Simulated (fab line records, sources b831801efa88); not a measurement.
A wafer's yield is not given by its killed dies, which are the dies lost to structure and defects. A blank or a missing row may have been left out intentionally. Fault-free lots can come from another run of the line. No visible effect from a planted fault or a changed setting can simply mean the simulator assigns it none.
Matching of chambers | flow sky130 | SKY_CONTACT_ETCH_17 on rie diel-01 has 4 sister chambers
The step etches SiO2 in C4F8/O2/Ar, stops on Si3N4, target depth 340 nm. 7 wafers are shown with their chamber, then 7 later ones without.

== EACH WAFER AND ITS CHAMBER ==
wafer  | chamber | oes product au (a.u.)
L520.5 | 0       | 0.889
L522.3 | 0       | 0.898
L523.3 | 1       | 0.899
L523.5 | 2       | 0.890
L523.6 | 3       | 0.894
L528.1 | 3       | 0.893
L528.2 | 2       | 0.892

== WAFERS WHOSE CHAMBER IS MISSING ==
wafer  | oes product au (a.u.)
L528.3 | 0.898
L538.1 | 0.892
L538.3 | 0.884
L538.6 | 0.884
L540.1 | 0.896
L540.2 | 0.892
L540.4 | 0.892

== CHAMBER TAKEN BY EACH ==
wafer  | from the rows above               | in truth
L528.3 | can't be placed: 1 or 0 or 3 or 2 | 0
L538.1 | can't be placed: 2 or 0 or 3 or 1 | 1
L538.3 | can't be placed: 2 or 0 or 3      | 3
L538.6 | can't be placed: 2 or 0 or 3      | 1
L540.1 | can't be placed: 0 or 3 or 1 or 2 | 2
L540.2 | can't be placed: 2 or 0 or 3 or 1 | 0
L540.4 | can't be placed: 2 or 0 or 3 or 1 | 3
Placed correctly: 0 of 7. Unplaceable from these rows: 7, with the true chamber sitting among the candidates in 6. Number placed wrongly: 0.
How it was worked out, from the rows above alone: a wafer's distance from a chamber is the root of the sum, over the readings, of the square of ((its reading less the chamber's mean) divided by the reading's scatter). The wafer belongs to the nearest chamber; if the next one is less than 2 further off, it can't be placed. A chamber's mean is the mean of its shown wafers. How the scatter is found: for the shown wafers, subtract from each reading the mean of its chamber, square and add these, divide the total by (wafers less chambers), then take the root.
